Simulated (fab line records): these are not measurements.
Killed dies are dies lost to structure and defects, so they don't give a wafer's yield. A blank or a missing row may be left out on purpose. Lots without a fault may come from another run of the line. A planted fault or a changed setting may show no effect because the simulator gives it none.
A lot that was struck, set against a sound lot ; flow sky130 ; 15 out of 708 route steps
Sound: wafers L491.3, L491.4, L491.5. Struck: wafer L499.6. (L499.1, L499.4 of the same lot were not struck and are left out.) The cause comes at the end.
At each step with rows: each side's tool, then ch and its chambers, then its first start. Under that, the readings that differ: sound wafers ; struck wafers ; difference of the means ; sigmas: that difference in standard deviations of wafers without a fault.
alike: words and numbers the same on both sides, and readings whose means are apart by under 2 such deviations; not compared: readings that were withheld, readings missing a value for some wafer, numbers with overlapping values and no deviation given by the record, and bounds like >300 which may hide the same value.
Wherever a step has rows on one side only, a row that says differs or no value, or a row with sigmas, the two part there. Numbers that have no deviation but don't overlap get no sigmas and don't part them. A reading missing from all wafers of one side parts the sides only when that side holds two or more wafers.

SKY_CAPM_THK_MEAS_01:
  struck on film-metro-01, day 39 05:17; sound on film-metro-01, day 36 16:19
reading;sound;struck;difference;sigmas
CAPM_CVD_00_THK (nm);15.19 15.55 15.57;16.02;+0.58;+2
SKY_CAPM_SPUTTER_02: material TiN, target thk 200 nm, time 166.7 s.
  struck on pvd-sputter-03, day 39 05:21; sound on pvd-sputter-02, day 36 16:22
  alike: throttle-valve-pct
SKY_CAPM_RS_MEAS_03: measures by four-point-probe.
  struck on film-metro-02, day 39 05:28; sound on film-metro-04, day 36 16:30
  alike: CAPM_TIN_RS
SKY_CAPM_THK_MEAS_04: measures by xrf.
  struck on film-metro-02, day 39 05:35; sound on film-metro-04, day 36 16:36
  alike: CAPM_TIN_THK
then, 7 steps without rows for these wafers: SKY_CAPM_DEHYDRATE_05 (time 60 s); SKY_CAPM_HMDS_06 (prime time 60 s); SKY_CAPM_COAT_07 (resist thk 1140 nm); SKY_CAPM_SOFTBAKE_08 (time 60 s); SKY_CAPM_EXPOSE_09 (exposes mask CAPM, target cd 1000 nm); SKY_CAPM_PEB_10; SKY_CAPM_DEVELOP_11 (develop time 60 s).
SKY_CAPM_OVL_MEAS_12:
  struck on overlay-02, day 40 05:19; sound on overlay-01, day 37 17:58
  alike: CAPM_OVL
SKY_CAPM_METAL_ETCH_13: etches TiN in Cl2/BCl3, stops on SiO2, target depth 220 nm, time 62.9 s.
  sound on rie-metal-03 ch 0,1, day 37 18:01; struck on rie-metal-03 ch 0, day 40 05:22
reading;sound;struck;difference;sigmas
model.NOVOLAK_of_CAPM_COAT_07.thk-nm (nm);987.7 993 994.3;895.7;-96.0;
model.CAPM.feature-depth-nm (nm);203.8 201.2 203.9;214.7;+11.7;
model.SiO2_of_CAPM_CVD_00.thk-nm (nm);15.19 15.57 15.6;0;-15;
  alike: chamber-pressure-mTorr, drypump-motor-current-A, oes-product-au, throttle-valve-pct
  not compared: rf-hours-counter-h
SKY_CAPM_STRIP_14: strips in O2/N2.
  sound on plasma-asher-04 ch 0,1, day 37 18:07; struck on plasma-asher-02 ch 0, day 40 05:26
reading;sound;struck;difference;sigmas
strip-time-to-endpoint-s (s);12.60 12.66 12.68;11.52;-1.13;-25
  alike: chamber-pressure-mTorr, drypump-motor-current-A, oes-product-au
  not compared: rf-hours-counter-h
then, 1 step without rows for these wafers: SKY_CAPM_STRIP_15 (strips in post etch residue remover, time 1200 s).

== WHERE THEY PART ==
First at SKY_CAPM_THK_MEAS_01; last, within this record, at SKY_CAPM_STRIP_14.

WHY: the cause the simulator had injected
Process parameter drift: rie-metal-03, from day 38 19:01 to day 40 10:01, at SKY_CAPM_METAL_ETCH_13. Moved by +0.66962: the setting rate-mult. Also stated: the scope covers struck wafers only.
